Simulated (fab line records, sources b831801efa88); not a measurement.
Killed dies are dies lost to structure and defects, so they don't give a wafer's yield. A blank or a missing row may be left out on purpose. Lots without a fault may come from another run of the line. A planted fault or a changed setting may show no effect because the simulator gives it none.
Which tool did it? | flow sky130 | 12 lots, 36 wafers sampled, at 1 step of a route of 708

WHAT THE GAUGES READ, wafer by wafer
SKY_VIA3_CD_MEAS_12: target cd 200 nm.
lot  | measured     | on        | cd_nm (nm)
L441 | day 39 10:15 | cd_sem-01 | 201.1 200.9 200.4
L443 | day 40 05:37 | cd_sem-02 | 199.4 198.0 198.0
L444 | day 40 15:25 | cd_sem-02 | 201.1 200.4 203.0
L445 | day 40 15:29 | cd_sem-01 | 199.0 198.9 197.9
L447 | day 41 15:34 | cd_sem-02 | 199.2 200.4 200.2
L448 | day 41 22:01 | cd_sem-02 | 199.5 199.8 198.6
L449 | day 42 02:50 | cd_sem-02 | 200.1 199.2 200.3
L454 | day 43 14:55 | cd_sem-01 | 200.2 200.0 200.1
L456 | day 44 00:56 | cd_sem-01 | 198.5 200.0 199.1
L461 | day 45 18:22 | cd_sem-02 | 199.4 198.3 198.9
L463 | day 45 23:57 | cd_sem-02 | 201.0 201.2 201.6
L464 | day 46 02:19 | cd_sem-01 | 199.9 200.1 199.0

WHICH TOOL RAN EACH LOT (tool, then ch and the chambers of the sampled wafers, then the start)
The record holds no process step before these readings.

WHAT THE TOOLS THEMSELVES READ (means of the sampled wafers that have a number; where no wafer has one, the mark that the record gives instead)
The record holds no such reading with a usual standard deviation.

THE ANSWER, worked out from the rows above alone
Rule: what is usual is taken from the lots themselves. Put in order of their means at a reading, lots are off if they are a third of the lots or fewer, leave a main group of 4 or more, and stand apart from it by a gap of 3 or more times the standard deviation of the main group's means; of several such gaps the widest counts. A main group whose means are all the same, to the digits that the tables above print for the reading, isn't used. A lot without any number at a reading at which 4 lots or more have one is off too. The other lots that the step has rows for count as sound. The gauges are gone through in route order, then the tools' own readings, and for those a lot's mean is taken as printed above. The first step at which some lot is off is used, and at that step the reading that is off furthest; a lot without a number counts as furthest.
No lot is off at any reading shown: from this, nothing can be told.

WHAT THE SIMULATOR HAD PUT IN
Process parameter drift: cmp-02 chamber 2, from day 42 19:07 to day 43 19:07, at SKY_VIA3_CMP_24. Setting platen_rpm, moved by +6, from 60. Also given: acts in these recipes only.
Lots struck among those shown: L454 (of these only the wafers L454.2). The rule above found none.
